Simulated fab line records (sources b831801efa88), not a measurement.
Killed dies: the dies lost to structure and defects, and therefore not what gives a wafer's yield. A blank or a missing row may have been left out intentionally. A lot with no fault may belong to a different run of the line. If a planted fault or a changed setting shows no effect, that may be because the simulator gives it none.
Which tool did it? || flow gf180mcu || at 1 step of a route of 602, 6 lots with 18 wafers sampled

## WHAT THE GAUGES READ, wafer by wafer
GF_V4_THK_MEAS_01.
{"lot": "L102", "measured": "day 23 18:37", "on": "film metro-03", "V4_CVD_00_THK (nm)": "611 598 604"}
{"lot": "L106", "measured": "day 25 06:46", "on": "film metro-03", "V4_CVD_00_THK (nm)": "608 607 612"}
{"lot": "L108", "measured": "day 25 21:47", "on": "film metro-03", "V4_CVD_00_THK (nm)": "607 615 611"}
{"lot": "L111", "measured": "day 26 22:10", "on": "film metro-03", "V4_CVD_00_THK (nm)": "606 607 609"}
{"lot": "L114", "measured": "day 27 16:07", "on": "film metro-03", "V4_CVD_00_THK (nm)": "609 615 598"}
{"lot": "L124", "measured": "day 30 14:56", "on": "film metro-04", "V4_CVD_00_THK (nm)": "595 601 605"}

## EACH LOT AND THE TOOL THAT RAN IT (in order: tool; ch and the chambers of the sampled wafers; start)
There is no process step in the record ahead of these readings.

## THE ANSWER, worked out from the rows above alone
Rule: what is usual is taken from the lots themselves. The widest of any qualifying gaps counts: lots, ordered by their means at a reading, are off when they make up no more than a third of the lots, leave a main group of 4 or more, and stand apart from it by 3 or more times the standard deviation of that group's means. A main group is skipped when, at the precision printed for the reading in the tables above, its means are all equal. A lot without any number at a reading at which 4 lots or more have one is off too. Where the step has rows for the other lots, those lots are counted as sound.
No lot is off at any reading shown: from this, nothing can be told.

## WHAT THE SIMULATOR PUT IN
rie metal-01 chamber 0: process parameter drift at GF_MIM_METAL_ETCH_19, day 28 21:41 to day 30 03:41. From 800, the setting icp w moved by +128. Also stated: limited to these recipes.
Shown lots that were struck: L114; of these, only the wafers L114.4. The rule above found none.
